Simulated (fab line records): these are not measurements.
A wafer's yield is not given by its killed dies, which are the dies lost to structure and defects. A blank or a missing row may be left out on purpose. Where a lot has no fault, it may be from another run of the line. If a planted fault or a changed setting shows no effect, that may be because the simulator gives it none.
Which tool did it? ; flow sky130 ; Sampling: 14 lots, 42 wafers, 4 of 708 route steps

## WHAT THE GAUGES SHOWED, per wafer
No reading from a measuring or inspecting step in the record can be judged against a usual standard deviation.

## EACH LOT AND THE TOOL THAT RAN IT (in order: tool; ch and the chambers of the sampled wafers; start)
lot;SKY_CONTACT_ETCH_16;SKY_CONTACT_CMP_27;SKY_METAL1_SPUTTER_01;SKY_METAL1_SPUTTER_04
L502;rie diel-02 ch 1,2,3, day 34 00:37;cmp-02 ch 1,2, day 34 01:55;pvd sputter-01, day 34 02:14;pvd sputter-01, day 34 02:18
L503;rie diel-04 ch 0,2,3, day 34 10:07;cmp-02 ch 2,3, day 34 11:12;pvd sputter-03, day 34 11:31;pvd sputter-03, day 34 11:35
L504;rie diel-01 ch 0,1,3, day 34 16:22;cmp-02 ch 0,2,3, day 34 17:27;pvd sputter-01, day 34 17:46;pvd sputter-01, day 34 17:50
L505;rie diel-01 ch 1,2,3, day 34 22:16;cmp-01 ch 0,1,3, day 34 23:28;pvd sputter-01, day 34 23:41;pvd sputter-01, day 34 23:45
L506;rie diel-02 ch 1,2, day 35 08:28;cmp-02 ch 0,3, day 35 09:33;pvd sputter-03, day 35 09:52;pvd sputter-03, day 35 09:56
L510;rie diel-01 ch 1,2,3, day 36 12:44;cmp-02 ch 1,2,3, day 36 13:57;pvd sputter-01, day 36 14:10;pvd sputter-01, day 36 14:14
L511;rie diel-04 ch 0,1,3, day 37 04:41;cmp-01 ch 2,3, day 37 05:49;pvd sputter-03, day 37 06:09;pvd sputter-03, day 37 06:13
L512;rie diel-02 ch 1,2,3, day 37 09:20;cmp-02 ch 1,3, day 37 10:27;pvd sputter-04, day 37 10:46;pvd sputter-04, day 37 10:50
L514;rie diel-01 ch 1,3, day 37 11:35;cmp-02 ch 0,3, day 37 12:40;pvd sputter-01, day 37 12:59;pvd sputter-01, day 37 13:04
L513;rie diel-01 ch 1,3, day 37 15:07;cmp-01 ch 0,2,3, day 37 16:15;pvd sputter-01, day 37 16:31;pvd sputter-01, day 37 16:35
L515;rie diel-02 ch 0,1,3, day 37 20:22;cmp-01 ch 0,1,3, day 37 21:30;pvd sputter-04, day 37 21:46;pvd sputter-04, day 37 21:50
L516;rie diel-02 ch 0,1,2, day 38 12:58;cmp-01 ch 0,1,3, day 38 14:08;pvd sputter-01, day 38 14:28;pvd sputter-01, day 38 14:32
L517;rie diel-04 ch 0,1,2, day 38 20:40;cmp-02 ch 1,2,3, day 38 22:30;pvd sputter-01, day 38 22:49;pvd sputter-01, day 38 22:53
L518;rie diel-02 ch 1,2, day 39 07:32;cmp-01 ch 0,2, day 39 08:41;pvd sputter-03, day 39 09:01;pvd sputter-03, day 39 09:05
- SKY_CONTACT_ETCH_16: etches BARC in N2/H2, stops on SiO2, time 45.9 s, target depth 60 nm.
- SKY_CONTACT_CMP_27: polishes, stops on SiO2, t overpolish 15 s, target thk 0 nm.
- SKY_METAL1_SPUTTER_01: material TiN, target thk 20 nm, time 16.7 s.
- SKY_METAL1_SPUTTER_04: material TiN, target thk 70 nm, time 58.3 s.

## AS READ BY THE TOOLS THEMSELVES (means over the sampled wafers that have a number; for cases with no such wafer, the mark the record gives instead)
SKY_CONTACT_ETCH_16. Usual: drypump motor current A 5.8 A, standard deviation 0.47; h2 flow sccm 200.1 sccm, standard deviation 0.63; oes product au 0.854 a.u., standard deviation 0.005; throttle valve pct 13.225 %, standard deviation 0.009.
lot;tool;drypump motor current A (A);h2 flow sccm (sccm);oes product au (a.u.);throttle valve pct (%);flag
L502;rie diel-02;6.2;200.0;0.856;13.229;
L503;rie diel-04;5.9;199.9;0.855;13.224;
L504;rie diel-01;5.3;200.4;0.859;13.225;
L505;rie diel-01;5.2;200.2;0.853;13.230;
L506;rie diel-02;6.1;200.1;0.852;13.223;
L510;rie diel-01;5.2;199.4;0.851;13.219;
L511;rie diel-04;5.6;199.5;0.854;13.221;
L512;rie diel-02;6.2;200.2;0.858;13.225;
L514;rie diel-01;5.2;200.7;0.848;13.238;
L513;rie diel-01;5.1;200.7;0.854;13.230;
L515;rie diel-02;6.3;200.4;0.856;13.230;
L516;rie diel-02;6.2;199.8;0.857;13.225;
L517;rie diel-04;5.6;199.8;0.853;13.235;
L518;rie diel-02;6.4;200.6;0.852;13.226;

SKY_CONTACT_CMP_27. Usual: motor current A 11.3 A, standard deviation 1; overpolish run s 15.001 s, standard deviation 0.0088; retaining ring pressure frac 1.000, standard deviation 0.005; time to endpoint s 83 s, standard deviation 3.3.
lot;tool;motor current A (A);overpolish run s (s);retaining ring pressure frac;time to endpoint s (s);flag
L502;cmp-02;12.8;15.004;1.000;83;
L503;cmp-02;12.2;14.994;1.003;80;
L504;cmp-02;10.8;15.006;1.000;81;
L505;cmp-01;11.4;14.995;1.003;79;
L506;cmp-02;10.7;14.998;1.000;84;
L510;cmp-02;12.3;14.998;0.998;80;
L511;cmp-01;11.0;14.998;0.999;87;
L512;cmp-02;12.5;15.001;0.998;84;
L514;cmp-02;10.8;14.993;0.999;78;
L513;cmp-01;10.9;15.002;1.002;88;
L515;cmp-01;11.1;15.001;0.997;84;
L516;cmp-01;11.1;15.005;0.995;85;
L517;cmp-02;12.2;14.998;1.000;77;
L518;cmp-01;10.8;14.993;0.996;85;

SKY_METAL1_SPUTTER_01. Usual: cathode dc power W 6500.2 W, standard deviation 1.3; chamber pressure pa 0.4001 Pa, standard deviation 0.00076; throttle valve pct 30.4 %, standard deviation 0.53.
lot;tool;cathode dc power W (W);chamber pressure pa (Pa);throttle valve pct (%);flag
L502;pvd sputter-01;6501.9;0.4003;30.4;
L503;pvd sputter-03;6498.8;0.4005;30.3;
L504;pvd sputter-01;6501.1;0.3999;30.5;
L505;pvd sputter-01;-;-;-;OFF
L506;pvd sputter-03;-;-;-;OFF
L510;pvd sputter-01;6500.7;0.4011;30.7;
L511;pvd sputter-03;6500.1;0.4000;30.2;
L512;pvd sputter-04;6500.6;0.3994;30.3;
L514;pvd sputter-01;6501.6;0.4001;30.5;
L513;pvd sputter-01;6499.1;0.3999;31.0;
L515;pvd sputter-04;6500.4;0.4000;30.4;
L516;pvd sputter-01;6499.1;0.4005;30.4;
L517;pvd sputter-01;6499.9;0.3997;30.6;
L518;pvd sputter-03;6499.7;0.4008;30.6;

SKY_METAL1_SPUTTER_04. Usual: cathode dc power W 6500.1 W, standard deviation 1.2; chamber pressure pa 0.4000 Pa, standard deviation 0.00089; throttle valve pct 30.3 %, standard deviation 0.51.
lot;tool;cathode dc power W (W);chamber pressure pa (Pa);throttle valve pct (%);flag
L502;pvd sputter-01;6499.5;0.3995;30.5;
L503;pvd sputter-03;6499.8;0.4000;30.4;
L504;pvd sputter-01;6501.1;0.4002;30.7;
L505;pvd sputter-01;6500.6;0.3995;30.3;
L506;pvd sputter-03;6501.1;0.4002;30.0;
L510;pvd sputter-01;6500.2;0.3996;30.5;
L511;pvd sputter-03;6500.7;0.3993;30.2;
L512;pvd sputter-04;6500.7;0.4000;30.5;
L514;pvd sputter-01;6500.1;0.3999;30.4;
L513;pvd sputter-01;6500.5;0.3997;30.8;
L515;pvd sputter-04;6499.8;0.4000;30.3;
L516;pvd sputter-01;6500.6;0.3998;30.5;
L517;pvd sputter-01;6499.8;0.3999;30.4;
L518;pvd sputter-03;6500.6;0.4002;30.7;

## THE ANSWER, worked out from the rows above alone
Rule: lot off if the mean of its wafers having a number is beyond 3 standard deviations from the usual mean. A lot without any number at a reading at which 4 lots or more have one is off too. Where the step has rows for the other lots, those lots are counted as sound. Order of review: gauges by route order, followed by the tools' own readings, for which a lot's mean as printed above is used. The first step at which some lot is off is used, and at that step the reading that is off furthest; a lot without a number counts as furthest.
Off, at SKY_METAL1_SPUTTER_01 on cathode dc power W: L505, L506. Without a number there: L505, L506.
A tool fits if, at that step or a process step before it, it ran every lot that is off, and no sound lot after the first of them. Of those tried, none fits.

## WHAT HAD BEEN PUT IN BY THE SIMULATOR
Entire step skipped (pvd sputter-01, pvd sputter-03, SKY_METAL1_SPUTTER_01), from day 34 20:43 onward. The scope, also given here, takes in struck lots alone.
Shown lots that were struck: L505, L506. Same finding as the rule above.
